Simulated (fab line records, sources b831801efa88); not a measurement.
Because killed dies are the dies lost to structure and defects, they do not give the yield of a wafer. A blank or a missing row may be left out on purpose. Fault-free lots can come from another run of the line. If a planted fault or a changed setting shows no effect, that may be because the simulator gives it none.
Struck lot and sound lot, side by side    flow sky130    44 steps out of a route of 708
Sound: wafers L371.3, L371.4, L371.5. Struck: wafers L376.4, L376.5. (L376.2 of the same lot was not struck and is left out.) The cause comes at the end.
For every step that has rows: the tool of each side, followed by ch and its chambers, followed by its first start. Under that, the readings that differ: sound wafers    struck wafers    difference of the means    sigmas: that difference in standard deviations of wafers without a fault.
alike: a reading whose means differ by less than 2 such deviations, as well as words and numbers matching on both sides. not compared: withheld readings; readings where some wafer has no value; bounds like >300 that might hide an equal value; numbers whose values overlap and for which the record gives no deviation.
The two part at a step that has a row with sigmas, a row that says differs or no value, or rows on one side only. When numbers do not overlap yet have no deviation, they are printed without sigmas and do not part them. Lack of a reading on every wafer of one side parts them only where that side has two or more wafers.

first, 1 step without rows for these wafers: SKY_FIELD_ISO_DEVELOP_12 (develop time 60 s).
SKY_FIELD_ISO_CD_MEAS_13: the cd target is 150 nm.
  sound on cdSem-02 at day 3 01:05; struck on cdSem-02 at day 4 03:14
reading    sound              struck       difference  sigmas
cdNm (nm)  151.6 151.6 151.1  148.1 147.5  -3.6        -2
SKY_FIELD_ISO_ETCH_14: etches BARC in N2/H2, stops on SiO2, time 45.9 s, target depth 60 nm.
  sound on rieDiel-03 ch 0,2,3, day 3 01:10; struck on rieDiel-02 ch 0,1, day 4 03:20
reading              sound              struck       difference  sigmas
oesProductAu (a.u.)  0.850 0.846 0.854  0.861 0.858  +0.009      +2
  alike: drypumpMotorCurrentA, throttleValvePct
  not compared: rfHoursCounterH
SKY_FIELD_ISO_ETCH_15: etches the open film in CHF3/O2, stops on Si, target depth 180 nm, time 72 s.
  sound on rieDiel-03 ch 0,2,3, day 3 01:12; struck on rieDiel-02 ch 0,1, day 4 03:23
  alike: drypumpMotorCurrentA, oesProductAu, throttleValvePct
  not compared: rfHoursCounterH
SKY_FIELD_ISO_STRIP_16: strips in O2/N2.
  sound on plasmaAsher-04 ch 0,1, day 3 01:17; struck on plasmaAsher-02 ch 0, day 4 03:26
reading                   sound        struck   difference  sigmas
drypumpMotorCurrentA (A)  4.8 5.8 4.8  6.0 6.0  +0.9        +2
  alike: oesProductAu, stripTimeToEndpointS
  not compared: rfHoursCounterH
SKY_FIELD_ISO_ETCH_17: etches Si in HBr/Cl2/O2, target depth 342 nm, time 97.7 s.
  sound on rieSi-02 ch 0,3, day 3 01:21; struck on rieSi-02 ch 0,1, day 4 03:32
  alike: drypumpMotorCurrentA, oesProductAu, throttleValvePct
  not compared: rfHoursCounterH
then, 5 steps without rows for these wafers: SKY_FIELD_ISO_WET_ETCH_18 (etches Si3N4 in H3PO4, target depth 25 nm, time 286 s); SKY_FIELD_ISO_CLEAN_19 (cleans in SC1/SC2, time 150 s); SKY_FIELD_ISO_CLEAN_20 (cleans in dHF, time 20 s); SKY_FIELD_ISO_WET_ETCH_21 (etches SiO2 in dHF, target depth 20 nm, time 400 s); SKY_FIELD_ISO_OXIDATION_22 (stabilise 600 s, purge 300 s, target thk 10 nm).
SKY_FIELD_ISO_THK_MEAS_23:
  sound on filmMetro-02 at day 3 02:53; struck on filmMetro-02 at day 4 05:19
  alike: FIELD_ISO_OXIDATION_01_THK
SKY_FIELD_ISO_CVD_24: deposits SiO2, target thk 595 nm, time 99.2 s.
  sound on hdpcvd-01 ch 0,2, day 3 02:56; struck on hdpcvd-01 ch 1,2, day 4 05:22
reading                                    sound              struck     difference  sigmas
model.SiO2_of_FIELD_ISO_CVD_24.thkNm (nm)  598.1 595.2 609.3  424.7 438  -169.5      
  alike: sih4FlowSccm, susceptorTempC
SKY_FIELD_ISO_THK_MEAS_25:
  sound on filmMetro-04 at day 3 03:01; struck on filmMetro-01 at day 4 05:26
reading                    sound        struck   difference  sigmas
FIELD_ISO_CVD_24_THK (nm)  598 595 609  424 438  -170        -22
then, 1 step without rows for these wafers: SKY_FIELD_ISO_ANNEAL_26 (time 1800 s).
SKY_FIELD_ISO_CMP_27: polishes, stops on Si3N4, t overpolish 16 s, target thk 457.8 nm.
  sound on cmp-01 ch 0,2,3, day 3 07:43; struck on cmp-01 ch 2,3, day 4 07:04
reading              sound        struck  difference  sigmas
timeToEndpointS (s)  111 109 119  81 80   -32         -8
  alike: edgeZonePressureFrac, motorCurrentA
then, 5 steps without rows for these wafers: SKY_FIELD_ISO_WET_ETCH_28 (etches SiO2 in dHF, target depth 23.7 nm, time 47 s); SKY_FIELD_ISO_WET_ETCH_29 (etches Si3N4 in H3PO4, target depth 160 nm, time 1825 s); SKY_FIELD_ISO_WET_ETCH_30 (etches SiO2 in dHF, target depth 25 nm, time 50 s); SKY_NWELL_CLEAN_00 (cleans in SC1/SC2, time 150 s); SKY_NWELL_OXIDATION_01 (stabilise 600 s, purge 300 s, target thk 10 nm).
SKY_NWELL_THK_MEAS_02:
  sound on filmMetro-03 at day 3 10:26; struck on filmMetro-03 at day 4 09:20
  alike: NWELL_OXIDATION_THK
then, 8 steps without rows for these wafers: SKY_DNWELL_DEHYDRATE_00 (time 60 s); SKY_DNWELL_HMDS_01 (prime time 60 s); SKY_DNWELL_COAT_02 (resist thk 3000 nm); SKY_DNWELL_SOFTBAKE_03; SKY_DNWELL_EXPOSE_04 (exposes mask DNM, target cd 3000 nm); SKY_DNWELL_PEB_05; SKY_DNWELL_DEVELOP_06 (develop time 60 s); SKY_DNWELL_IMPLANT_07.
SKY_DNWELL_STRIP_08: strips in O2/N2.
  sound on plasmaAsher-01 ch 0,1, day 4 02:55; struck on plasmaAsher-03 ch 0,1, day 5 02:47
  alike: drypumpMotorCurrentA, oesProductAu, stripTimeToEndpointS
  not compared: rfHoursCounterH
SKY_DNWELL_TW_MEAS_09:
  sound on filmMetro-03 at day 4 03:00; struck on filmMetro-04 at day 5 02:53
  alike: DNWELL_TW
then, 7 steps without rows for these wafers: SKY_PWDE_DEHYDRATE_00 (time 60 s); SKY_PWDE_HMDS_01 (prime time 60 s); SKY_PWDE_COAT_02 (resist thk 3000 nm); SKY_PWDE_SOFTBAKE_03; SKY_PWDE_EXPOSE_04 (exposes mask PWDEM, target cd 840 nm); SKY_PWDE_PEB_05; SKY_PWDE_DEVELOP_06 (develop time 60 s).
SKY_PWDE_OVL_MEAS_07:
  sound on overlay-01 at day 4 20:09; struck on overlay-01 at day 5 21:04
  alike: PWDE_OVL
then, 2 steps without rows for these wafers: SKY_PWDE_IMPLANT_08; SKY_PWDE_STRIP_09 (strips in O2/N2).
-- the record jumps here: 25 days lie between the struck wafers' starts before and after (it left off in module PWDE and takes up again in module SALICIDE, whose first step shown is number 361 of the route) --
SKY_SALICIDE_CLEAN_00: cleans in HF-last, time 30 s.
  sound on wetBench-01 ch 2, day 29 13:31; struck on wetBench-04 ch 2, day 30 23:07
reading                                    sound            struck       difference  sigmas
model.SiO2_of_FIELD_ISO_CVD_24.thkNm (nm)  358.5 357 360.1  325.7 338.9  -26.2       
-- the record jumps here: 17 days lie between the struck wafers' starts before and after (it left off in module SALICIDE and takes up again in module PAD_OPEN, whose first step shown is number 708 of the route) --
SKY_PAD_OPEN_PROBE_99:
  sound on prober-02 at day 47 01:23; struck on prober-01 at day 48 04:10
reading                                sound                          struck               difference  sigmas
model.etest.res_p_drift_20v.lineOhmUm  1.069e+04 1.122e+04 1.072e+04  9988 1.048e+04       -643        
model.etest.res_p_drift_20v.rsOhmSq    8925 9332 9023                 8323 8820            -522        
model.etest.pfet_16v.rOnOhmUm          1.488e+04 1.504e+04 1.488e+04  1.421e+04 1.464e+04  -5.083e+02  
model.etest.capPolyToWell.cAfUm2       90.83 91.45 93.05              96.82 96.28          +4.77       
model.etest.fieldP.vtV (V)             -39.69 -41.19 -40.16           -33.65 -36.42        +5.31       
model.etest.fieldN.vtV (V)             35.5 36.22 35.82               29.62 31.94          -5.07       
model.etest.sramNfetPass.offLog10AUm   -12.45 -12.58 -12.58           -11.93 -12.21        +0.47       
  alike: killed_at_M0_to_M3, killed_at_M4_up, killedAtContacts, killedAtFrontEnd, killedAtOther, killedDies, killedOpen, killedShort
  not compared: model.etest.capLiToPoly.cAfUm2

## WHERE THEY PART
First at SKY_FIELD_ISO_CD_MEAS_13; last, within this record, at SKY_FIELD_ISO_CMP_27. Later steps at which nothing parts them and some readings are alike: SKY_NWELL_THK_MEAS_02, SKY_DNWELL_STRIP_08, SKY_DNWELL_TW_MEAS_09, SKY_PWDE_OVL_MEAS_07, SKY_PAD_OPEN_PROBE_99.

WHY: whatever the simulator had introduced
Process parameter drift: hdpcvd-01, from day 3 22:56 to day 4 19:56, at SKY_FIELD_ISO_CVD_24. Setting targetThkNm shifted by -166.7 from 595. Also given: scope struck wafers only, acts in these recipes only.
